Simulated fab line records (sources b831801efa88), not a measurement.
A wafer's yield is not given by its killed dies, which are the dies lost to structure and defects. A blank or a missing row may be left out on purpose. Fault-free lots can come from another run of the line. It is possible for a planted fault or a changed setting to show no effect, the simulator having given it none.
A lot that was struck, set against a sound lot + flow sky130 + 15 steps out of a route of 708
Sound: these wafers, L834.1, L834.2, L834.3. Wafers struck: L840.2, L840.3, L840.5. The cause is named last.
Order at every step that has rows: each side's tool, ch and its chambers, its first start. Under that, the readings that differ: sound wafers + struck wafers + difference of the means + sigmas: that difference in standard deviations of wafers without a fault.
alike: readings with means less than 2 such deviations apart, plus words and numbers identical on both sides. not compared: withheld readings, readings lacking a value on some wafer, bounds such as >300 that could conceal the same value, and numbers that have no deviation in the record and whose values overlap.
A row with sigmas, a row that says differs or no value, or rows on one side alone: a step with any of these is where the two part. Numbers that don't overlap but have no deviation are shown without sigmas and don't part them. A reading missing from all wafers of one side parts the sides only when that side holds two or more wafers.

SKY_VIA1_STRIP_16: strips in O2/N2.
  sound on plasma asher-02 ch 0,1, day 34 00:59; struck on plasma asher-02 ch 0,1, day 36 01:35
  alike: drypump motor current A, oes product au, strip time to endpoint s
  not compared: rf hours counter h
then, 3 steps without rows for these wafers: SKY_VIA1_STRIP_17 (strips in post etch residue remover, time 1200 s); SKY_VIA1_CLEAN_18 (cleans in IPA, time 180 s); SKY_VIA1_CLEAN_19 (cleans in O3/DIW).
SKY_VIA1_SPUTTER_20: material TiN, target thk 20 nm, time 80 s.
  sound: pvd sputter-02 at day 34 01:35; struck: pvd sputter-01 at day 36 02:10
  alike: cathode dc power W, chamber pressure pa, throttle valve pct
then, 1 step without rows for these wafers: SKY_VIA1_CVD_21 (deposits W, target thk 270 nm, time 80.902 s).
SKY_VIA1_RS_MEAS_22: uses a four-point probe to measure.
  sound: film metro-04 at day 34 01:44; struck: film metro-03 at day 36 02:20
  alike: VIA1_W_RS
SKY_VIA1_THK_MEAS_23: measures by xrf.
  sound: film metro-04 at day 34 01:52; struck: film metro-03 at day 36 02:27
  alike: VIA1_W_THK
then, 1 step without rows for these wafers: SKY_VIA1_CMP_24 (polishes, stops on SiO2, t overpolish 15 s, target thk 0 nm).
SKY_METAL2_SPUTTER_00: material Ti, target thk 15 nm, time 10 s.
  sound: pvd sputter-03 at day 34 02:13; struck: pvd sputter-04 at day 36 03:03
  alike: cathode dc power W, chamber pressure pa, throttle valve pct
SKY_METAL2_SPUTTER_01: material TiN, target thk 20 nm, time 16.7 s.
  sound: pvd sputter-03 at day 34 02:14; struck: pvd sputter-04 at day 36 03:05
  alike: cathode dc power W, chamber pressure pa, throttle valve pct
SKY_METAL2_SPUTTER_02: material AlCu, target thk 250 nm, time 13.3 s.
  sound: pvd sputter-03 at day 34 02:16; struck: pvd sputter-04 at day 36 03:06
  alike: cathode dc power W, chamber pressure pa, throttle valve pct
SKY_METAL2_SPUTTER_03: material Ti, target thk 5 nm, time 3.3 s.
  sound: pvd sputter-03 at day 34 02:17; struck: pvd sputter-04 at day 36 03:08
  no value came back on the struck wafers for cathode dc power W (W), chamber pressure pa (Pa), throttle valve pct (%); on the sound wafers cathode dc power W (W) reads 3000.4 3000.4 3000.9
then, 1 step without rows for these wafers: SKY_METAL2_SPUTTER_04 (material TiN, target thk 70 nm, time 58.3 s).
-- the record jumps here: 11 days lie between the struck wafers' starts before and after (it left off in module METAL2 and takes up again in module PAD_OPEN, whose first step shown is number 708 of the route) --
SKY_PAD_OPEN_PROBE_99:
  sound: prober-01 at day 46 01:04; struck: prober-02 at day 47 14:41
| reading                       | sound                | struck               | difference | sigmas |
|-------------------------------|----------------------|----------------------|------------|--------|
| model.etest.via2 chain.rc ohm | 10.05 9.994 9.488    | 12.32 12.12 11.68    | +2.20      |        |
| model.etest.met2.line ohm um  | 0.9184 0.9007 0.8891 | 0.8594 0.8855 0.8861 | -0.0257    |        |
| model.etest.met2.rs ohm sq    | 0.1281 0.1271 0.1265 | 0.1234 0.1211 0.124  | -0.0044    |        |
  alike: defect limited yield, killed_at_M0_to_M3, killed_at_M4_up, killed at contacts, killed at front end, killed at other, killed dies, killed open, killed short, sort_bin_3_pad_short, sort_bin_5_function, sort_bin_6_memory, sort n pass, sort yield pct

WHERE THEY PART
Within this record, at SKY_METAL2_SPUTTER_03 only. Later steps at which nothing parts them and some readings are alike: SKY_PAD_OPEN_PROBE_99.

WHY: what the simulator had put in
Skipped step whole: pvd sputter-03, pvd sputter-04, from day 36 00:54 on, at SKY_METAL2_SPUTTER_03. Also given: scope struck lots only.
